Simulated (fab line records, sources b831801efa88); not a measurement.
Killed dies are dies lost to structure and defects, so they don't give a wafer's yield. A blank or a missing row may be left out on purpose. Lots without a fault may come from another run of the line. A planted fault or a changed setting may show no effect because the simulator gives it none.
Tool commonality check | flow gf180mcu | 13 lots, 39 wafers sampled

WHY IT WAS OPENED
At GF_LVPWELL_TW_MEAS_11 the reading LVPWELL_TW is flagged on 1 of 13 lots. Wafers without a fault read 553, standard deviation 3.1.
Rule: a lot is flagged when every wafer of it that has a number lies more than 4 standard deviations from that mean, or none has a number. The other lots count as sound.

lot  | measured    | on            | LVPWELL_TW, wafer by wafer | flag
L115 | day 4 03:34 | film_metro-01 | 551 554 553                |
L116 | day 4 09:18 | film_metro-04 | 552 555 558                |
L117 | day 4 11:25 | film_metro-04 | 554 555 555                |
L118 | day 4 19:22 | film_metro-01 | 552 553 554                |
L120 | day 5 11:16 | film_metro-01 | 550 547 550                |
L121 | day 5 14:37 | film_metro-01 | 551 549 552                |
L122 | day 5 19:52 | film_metro-04 | 553 551 553                |
L123 | day 5 23:40 | film_metro-03 | 555 558 554                |
L124 | day 6 04:19 | film_metro-04 | 552 552 552                |
L125 | day 6 13:46 | film_metro-03 | 558 556 558                |
L126 | day 6 16:44 | film_metro-04 | 29 30 30                   | FLAGGED
L136 | day 9 01:04 | film_metro-01 | 550 551 552                |
L137 | day 9 07:51 | film_metro-04 | 555 556 557                |
The numbers of the flagged lots are 30 on average: -523 against the usual, or -99 or more standard deviations.

WHICH TOOL RAN EACH LOT
The record holds 1 process step before the reading, out of a route of 602 steps. In each cell: the tool, then ch and the chambers that the sampled wafers went through, then the start.
lot  | flag    | GF_LVPWELL_EXPOSE_04
L115 |         | iline_stepper-01 ch 0, day 3 21:04
L116 |         | iline_stepper-01 ch 0, day 4 02:52
L117 |         | iline_stepper-02 ch 0, day 4 05:01
L118 |         | iline_stepper-01 ch 0, day 4 12:05
L120 |         | iline_stepper-01 ch 0, day 5 03:50
L121 |         | iline_stepper-01 ch 0, day 5 07:41
L122 |         | iline_stepper-02 ch 0, day 5 12:16
L123 |         | iline_stepper-01 ch 0, day 5 16:11
L124 |         | iline_stepper-02 ch 0, day 5 21:21
L125 |         | iline_stepper-01 ch 0, day 6 06:13
L126 | FLAGGED | iline_stepper-01 ch 0, day 6 09:09
L136 |         | iline_stepper-01 ch 0, day 8 16:16
L137 |         | iline_stepper-02 ch 0, day 8 23:38
What these steps do:
- GF_LVPWELL_EXPOSE_04: exposes mask LVPWELL, target cd 600 nm.
- GF_LVPWELL_TW_MEAS_11

FLAGGED OVER TOTAL, TOOL BY TOOL (the gauges that took the reading come last)
step                  | tool             | lots run | flagged | share of the flagged lots | sound lots run after its first flagged lot
GF_LVPWELL_EXPOSE_04  | iline_stepper-01 | 9        | 1       | all                       | 1 (L136)
GF_LVPWELL_EXPOSE_04  | iline_stepper-02 | 4        | 0       | none                      | -
GF_LVPWELL_TW_MEAS_11 | film_metro-01    | 5        | 0       | none                      | -
GF_LVPWELL_TW_MEAS_11 | film_metro-03    | 2        | 0       | none                      | -
GF_LVPWELL_TW_MEAS_11 | film_metro-04    | 6        | 1       | all                       | 1 (L137)

WHAT THE TABLE ALLOWS
2 rows of the table ran every flagged lot: iline_stepper-01 at GF_LVPWELL_EXPOSE_04, film_metro-04 at GF_LVPWELL_TW_MEAS_11.
- iline_stepper-01 at GF_LVPWELL_EXPOSE_04: 1 of its 9 lots flagged. Sound lots ran on it after the first flagged one (L136), which a lasting fault on the whole tool wouldn't allow.
- film_metro-04 at GF_LVPWELL_TW_MEAS_11: 1 of its 6 lots flagged. Sound lots ran on it after the first flagged one (L137), which a lasting fault on the whole tool wouldn't allow.
No row of the table ran every flagged lot and no sound lot after the first.

WHAT THE SIMULATOR HAD PUT IN
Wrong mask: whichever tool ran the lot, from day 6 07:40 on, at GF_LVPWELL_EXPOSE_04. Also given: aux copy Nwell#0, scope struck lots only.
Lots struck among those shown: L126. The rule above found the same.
